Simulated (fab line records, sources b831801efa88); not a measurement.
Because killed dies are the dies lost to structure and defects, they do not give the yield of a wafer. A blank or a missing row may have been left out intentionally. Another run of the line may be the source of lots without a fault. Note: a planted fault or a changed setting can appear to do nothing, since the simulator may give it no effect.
Lot-split experiment / flow gf180mcu / route with 602 steps; 5 lots, 27 wafers read

== SPLIT DETAILS ==
At GF_M3_SPUTTER_04 (material TiN, target thk 50 nm, time 41.7 s), the setting time s was moved away from the recipe's 41.7 s on 9 of the 27 wafers read, by -38.5% to +38.6%. The other wafers ran this setting at the recipe's value.

There is no step in the file separating the split from the reading.

== THE READING ==
M3_ALCU_THK, in nm, at GF_M3_THK_MEAS_06 (measures by xrf). On this fab line, fault-free wafers typically give 452 nm with a standard deviation of 4.9 nm.

wafer=L074.1; tool, chamber at the split=pvd sputter-01, -; time s as run, s=41.7; against the recipe=recipe; M3_ALCU_THK, nm=448; against lot-mates on the recipe=-
wafer=L074.2; tool, chamber at the split=pvd sputter-01, -; time s as run, s=41.7; against the recipe=recipe; M3_ALCU_THK, nm=454; against lot-mates on the recipe=-
wafer=L074.3; tool, chamber at the split=pvd sputter-01, -; time s as run, s=41.7; against the recipe=recipe; M3_ALCU_THK, nm=448; against lot-mates on the recipe=-
wafer=L074.4; tool, chamber at the split=pvd sputter-01, -; time s as run, s=41.7; against the recipe=recipe; M3_ALCU_THK, nm=450; against lot-mates on the recipe=-
wafer=L074.5; tool, chamber at the split=pvd sputter-01, -; time s as run, s=41.7; against the recipe=recipe; M3_ALCU_THK, nm=447; against lot-mates on the recipe=-
wafer=L074.6; tool, chamber at the split=pvd sputter-01, -; time s as run, s=41.7; against the recipe=recipe; M3_ALCU_THK, nm=452; against lot-mates on the recipe=-
wafer=L077.1; tool, chamber at the split=pvd sputter-04, -; time s as run, s=52.84; against the recipe=+26.7%; M3_ALCU_THK, nm=441; against lot-mates on the recipe=-13
wafer=L077.2; tool, chamber at the split=pvd sputter-04, -; time s as run, s=52.84; against the recipe=+26.7%; M3_ALCU_THK, nm=441; against lot-mates on the recipe=-13
wafer=L077.3; tool, chamber at the split=pvd sputter-04, -; time s as run, s=41.7; against the recipe=recipe; M3_ALCU_THK, nm=453; against lot-mates on the recipe=-
wafer=L077.4; tool, chamber at the split=pvd sputter-04, -; time s as run, s=41.7; against the recipe=recipe; M3_ALCU_THK, nm=458; against lot-mates on the recipe=-
wafer=L077.5; tool, chamber at the split=pvd sputter-04, -; time s as run, s=41.7; against the recipe=recipe; M3_ALCU_THK, nm=452; against lot-mates on the recipe=-
wafer=L077.6; tool, chamber at the split=pvd sputter-04, -; time s as run, s=52.84; against the recipe=+26.7%; M3_ALCU_THK, nm=443; against lot-mates on the recipe=-11
wafer=L080.1; tool, chamber at the split=pvd sputter-04, -; time s as run, s=57.8; against the recipe=+38.6%; M3_ALCU_THK, nm=442; against lot-mates on the recipe=-16
wafer=L080.2; tool, chamber at the split=pvd sputter-04, -; time s as run, s=57.8; against the recipe=+38.6%; M3_ALCU_THK, nm=440; against lot-mates on the recipe=-18
wafer=L080.3; tool, chamber at the split=pvd sputter-04, -; time s as run, s=57.8; against the recipe=+38.6%; M3_ALCU_THK, nm=439; against lot-mates on the recipe=-19
wafer=L080.4; tool, chamber at the split=pvd sputter-04, -; time s as run, s=41.7; against the recipe=recipe; M3_ALCU_THK, nm=460; against lot-mates on the recipe=-
wafer=L080.5; tool, chamber at the split=pvd sputter-04, -; time s as run, s=41.7; against the recipe=recipe; M3_ALCU_THK, nm=454; against lot-mates on the recipe=-
wafer=L080.6; tool, chamber at the split=pvd sputter-04, -; time s as run, s=41.7; against the recipe=recipe; M3_ALCU_THK, nm=460; against lot-mates on the recipe=-
wafer=L082.1; tool, chamber at the split=pvd sputter-04, -; time s as run, s=25.63; against the recipe=-38.5%; M3_ALCU_THK, nm=474; against lot-mates on the recipe=+19
wafer=L082.2; tool, chamber at the split=pvd sputter-04, -; time s as run, s=41.7; against the recipe=recipe; M3_ALCU_THK, nm=457; against lot-mates on the recipe=-
wafer=L082.3; tool, chamber at the split=pvd sputter-04, -; time s as run, s=25.63; against the recipe=-38.5%; M3_ALCU_THK, nm=473; against lot-mates on the recipe=+18
wafer=L082.4; tool, chamber at the split=pvd sputter-04, -; time s as run, s=41.7; against the recipe=recipe; M3_ALCU_THK, nm=454; against lot-mates on the recipe=-
wafer=L082.5; tool, chamber at the split=pvd sputter-04, -; time s as run, s=41.7; against the recipe=recipe; M3_ALCU_THK, nm=455; against lot-mates on the recipe=-
wafer=L082.6; tool, chamber at the split=pvd sputter-04, -; time s as run, s=25.63; against the recipe=-38.5%; M3_ALCU_THK, nm=478; against lot-mates on the recipe=+23
wafer=L083.2; tool, chamber at the split=pvd sputter-02, -; time s as run, s=41.7; against the recipe=recipe; M3_ALCU_THK, nm=454; against lot-mates on the recipe=-
wafer=L083.3; tool, chamber at the split=pvd sputter-02, -; time s as run, s=41.7; against the recipe=recipe; M3_ALCU_THK, nm=451; against lot-mates on the recipe=-
wafer=L083.4; tool, chamber at the split=pvd sputter-02, -; time s as run, s=41.7; against the recipe=recipe; M3_ALCU_THK, nm=450; against lot-mates on the recipe=-

FIT RESULTS
A straight line over all 27 wafers: M3_ALCU_THK changes by -0.453 nm for each +1% of time s; r = -0.93; the points scatter about the line by 3.8 nm.
The same after taking each lot's own level away (the mean of its wafers on the recipe; 27 wafers): -0.484 nm for each +1%; r = -0.98; scatter 2.2 nm.
According to that fit, moving time s by its largest amount changes the reading by 19 nm.
Across the lots, their own levels run from 449.8 to 458.0 nm, a range of 1.7 times the standard deviation given above.
Consequently the slope shifts little with the lot-to-lot level, the two slopes agreeing.
Check: with one of the wafers moved furthest among these (+38.6%) left out of the fit, the line predicts -18.9 nm for it against its lot-mates. It came out at -16 nm against them.

== THESE WAFERS: OTHER SPLITS ==
These wafers also went through other splits before the reading. Each is held against what the fit with the lots' levels taken away leaves over:
other split on the same wafers=GF_STI_OXIDATION_01 ox time s; wafers away from the commonest value=18; r with M3_ALCU_THK (lot level and that fit taken away)=+0.10
other split on the same wafers=GF_SAB_DEVELOP_08 develop time s; wafers away from the commonest value=9; r with M3_ALCU_THK (lot level and that fit taken away)=-0.17

== THE WHOLE CHAIN: every reading that the file lists as answering this split, in the file's order ==
step=GF_M3_SPUTTER_04; what it does=material TiN, target thk 50 nm, time 41.7 s; reading=TiN_of_M3_SPUTTER_04.thk nm (the simulator's own value, which no gauge read); change (the file's fit)=+0.502 nm for each +1% of the setting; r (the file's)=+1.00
step=GF_M3_THK_MEAS_06; what it does=measures by xrf; reading=M3_ALCU_THK; change (the file's fit)=-0.48 for each +1% of the setting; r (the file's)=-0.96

== THE FILE'S OWN FIT ==
M3_ALCU_THK changes by -0.48 nm for each +1% of time s, r = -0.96.
